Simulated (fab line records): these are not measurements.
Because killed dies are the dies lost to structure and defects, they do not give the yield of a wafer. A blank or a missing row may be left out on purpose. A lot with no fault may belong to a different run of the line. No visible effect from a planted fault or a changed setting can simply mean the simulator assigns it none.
Which tool was responsible? -- flow sky130 -- Sampling: 11 lots, 33 wafers, 6 of 708 route steps

== WHAT THE GAUGES READ, wafer by wafer ==
SKY_SD_P_OVL_MEAS_08.
lot,measured,on,SD_P_OVL (nm)
L109,day 26 19:59,overlay-02,-1.2 -1.0 -2.1
L113,day 28 03:56,overlay-01,-0.9 -1.7 -1.7
L114,day 28 12:37,overlay-01,0.4 -0.1 -0.3
L115,day 28 22:35,overlay-02,1.3 0.0 1.7
L122,day 31 00:29,overlay-02,0.6 1.9 0.3
L123,day 31 08:53,overlay-01,-1.8 -1.1 0.4
L124,day 31 18:59,overlay-01,-0.2 0.1 0.6
L125,day 31 22:31,overlay-02,1.9 2.5 2.0
L126,day 32 07:26,overlay-01,-2.4 -0.4 -0.4
L128,day 32 22:32,overlay-02,2.4 -2.0 -0.1
L129,day 33 03:44,overlay-01,-1.4 -3.1 -0.6

SKY_SD_P_TW_MEAS_11.
lot,measured,on,SD_P_TW
L109,day 26 20:16,filmMetro-04,2894 2886 2888
L113,day 28 04:13,filmMetro-02,2834 2831 2815
L114,day 28 12:55,filmMetro-04,2890 2899 2883
L115,day 28 22:52,filmMetro-01,2789 2797 2787
L122,day 31 00:46,filmMetro-02,2852 2820 2833
L123,day 31 09:11,filmMetro-04,2890 2897 2886
L124,day 31 19:16,filmMetro-02,2850 2856 2833
L125,day 31 22:48,filmMetro-02,2853 2852 2847
L126,day 32 07:44,filmMetro-01,2777 2785 2777
L128,day 32 22:50,filmMetro-02,2837 2843 2843
L129,day 33 04:01,filmMetro-01,2753 2771 2771

SKY_LI_CONTACT_RS_MEAS_22: a four-point-probe measurement.
lot,measured,on,LI_CONTACT_W_RS (ohm/sq)
L109,day 30 12:38,filmMetro-01,0.284 0.283 0.290
L113,day 31 19:08,filmMetro-04,0.289 0.287 0.279
L114,day 32 03:04,filmMetro-02,0.217 0.217 0.217
L115,day 32 12:49,filmMetro-01,0.220 0.287 0.219
L122,day 34 13:07,filmMetro-02,0.292 0.287 0.292
L123,day 34 18:50,filmMetro-04,0.282 0.283 0.283
L124,day 35 06:10,filmMetro-02,0.277 0.278 0.277
L125,day 35 09:24,filmMetro-01,0.278 0.278 0.280
L126,day 35 17:14,filmMetro-01,0.284 0.288 0.285
L128,day 36 08:47,filmMetro-01,0.287 0.293 0.286
L129,day 36 13:04,filmMetro-04,0.290 0.291 0.290

SKY_LI_CONTACT_THK_MEAS_23: measures by xrf.
lot,measured,on,LI_CONTACT_W_THK (nm)
L109,day 30 12:44,filmMetro-01,424 424 415
L113,day 31 19:14,filmMetro-04,412 414 428
L114,day 32 03:11,filmMetro-02,- - -
L115,day 32 12:56,filmMetro-01,562 421 565
L122,day 34 13:14,filmMetro-02,420 424 420
L123,day 34 18:56,filmMetro-04,423 420 422
L124,day 35 06:17,filmMetro-02,449 445 447
L125,day 35 09:30,filmMetro-01,438 436 439
L126,day 35 17:21,filmMetro-01,427 420 425
L128,day 36 08:54,filmMetro-01,418 412 423
L129,day 36 13:11,filmMetro-04,406 406 407

== EACH LOT AND THE TOOL THAT RAN IT (in order: tool; ch and the chambers of the sampled wafers; start) ==
lot,SKY_LI_CONTACT_STRIP_16,SKY_LI_CONTACT_CVD_21
L109,"plasmaAsher-02 ch 0,1, day 30 12:04","cvdW-02 ch 0,1, day 30 12:29"
L113,"plasmaAsher-02 ch 0, day 31 18:34","cvdW-02 ch 0,1, day 31 18:59"
L114,"plasmaAsher-02 ch 0,1, day 32 02:31","cvdW-01 ch 0,1, day 32 02:56"
L115,"plasmaAsher-02 ch 1, day 32 12:16","cvdW-01 ch 0,1, day 32 12:41"
L122,"plasmaAsher-04 ch 0,1, day 34 12:34","cvdW-02 ch 0,1, day 34 12:59"
L123,"plasmaAsher-02 ch 1, day 34 18:16","cvdW-01 ch 0,1, day 34 18:41"
L124,"plasmaAsher-02 ch 0,1, day 35 05:37","cvdW-01 ch 1, day 35 06:02"
L125,"plasmaAsher-01 ch 0,1, day 35 08:50","cvdW-01 ch 0,1, day 35 09:17"
L126,"plasmaAsher-01 ch 0,1, day 35 16:41","cvdW-02 ch 0,1, day 35 17:07"
L128,"plasmaAsher-04 ch 0,1, day 36 08:14","cvdW-02 ch 0,1, day 36 08:40"
L129,"plasmaAsher-02 ch 0,1, day 36 12:29","cvdW-02 ch 0,1, day 36 12:55"
- SKY_LI_CONTACT_STRIP_16: strips in O2/N2.
- SKY_LI_CONTACT_CVD_21: deposits W, target thk 400 nm, time 120.56 s.

== WHAT THE TOOLS THEMSELVES READ (means of the sampled wafers that have a number; where no wafer has one, the mark that the record gives instead) ==
SKY_LI_CONTACT_STRIP_16.
lot,tool,drypumpMotorCurrentA (A),oesProductAu (a.u.),stripTimeToEndpointS (s)
L109,plasmaAsher-02,6.0,0.377,3.52
L113,plasmaAsher-02,5.7,0.370,3.49
L114,plasmaAsher-02,5.8,0.376,3.54
L115,plasmaAsher-02,6.1,0.379,3.55
L122,plasmaAsher-04,5.9,0.374,3.51
L123,plasmaAsher-02,6.1,0.380,3.53
L124,plasmaAsher-02,5.8,0.375,3.50
L125,plasmaAsher-01,5.4,0.380,3.52
L126,plasmaAsher-01,5.5,0.375,3.54
L128,plasmaAsher-04,5.6,0.373,3.50
L129,plasmaAsher-02,6.0,0.375,3.51

SKY_LI_CONTACT_CVD_21.
lot,tool,chamberPressureTorr (Torr),heaterPowerW (W)
L109,cvdW-02,39.99,901
L113,cvdW-02,40.05,900
L114,cvdW-01,40.09,965
L115,cvdW-01,39.93,986
L122,cvdW-02,40.02,935
L123,cvdW-01,39.99,972
L124,cvdW-01,40.09,854
L125,cvdW-01,39.99,972
L126,cvdW-02,40.07,892
L128,cvdW-02,40.10,897
L129,cvdW-02,40.03,930

== THE ANSWER, worked out from the rows above alone ==
Rule: the lots themselves supply what counts as usual. The widest of any qualifying gaps counts: lots, ordered by their means at a reading, are off when they make up no more than a third of the lots, leave a main group of 4 or more, and stand apart from it by 3 or more times the standard deviation of that group's means. If all means in a main group match to the digits the tables above print for the reading, that group is not used. A lot without any number at a reading at which 4 lots or more have one is off too. All remaining lots with rows at the step are treated as sound. First the gauges in route order, then the tools' own readings, where a lot's mean is used as printed above. The first step at which some lot is off is used, and at that step the reading that is off furthest; a lot without a number counts as furthest.
Off: L114, L115, seen at SKY_LI_CONTACT_RS_MEAS_22 (LI_CONTACT_W_RS). Main group: mean 0.285 ohm/sq, sd 0.0044.
A tool fits if, at a process step before that reading, it ran every lot that is off, and no sound lot after the first of them. Those tools and the gauges at SKY_LI_CONTACT_RS_MEAS_22 are tried in the same way. Of those tried, none fits.

== WHAT HAD BEEN PUT IN BY THE SIMULATOR ==
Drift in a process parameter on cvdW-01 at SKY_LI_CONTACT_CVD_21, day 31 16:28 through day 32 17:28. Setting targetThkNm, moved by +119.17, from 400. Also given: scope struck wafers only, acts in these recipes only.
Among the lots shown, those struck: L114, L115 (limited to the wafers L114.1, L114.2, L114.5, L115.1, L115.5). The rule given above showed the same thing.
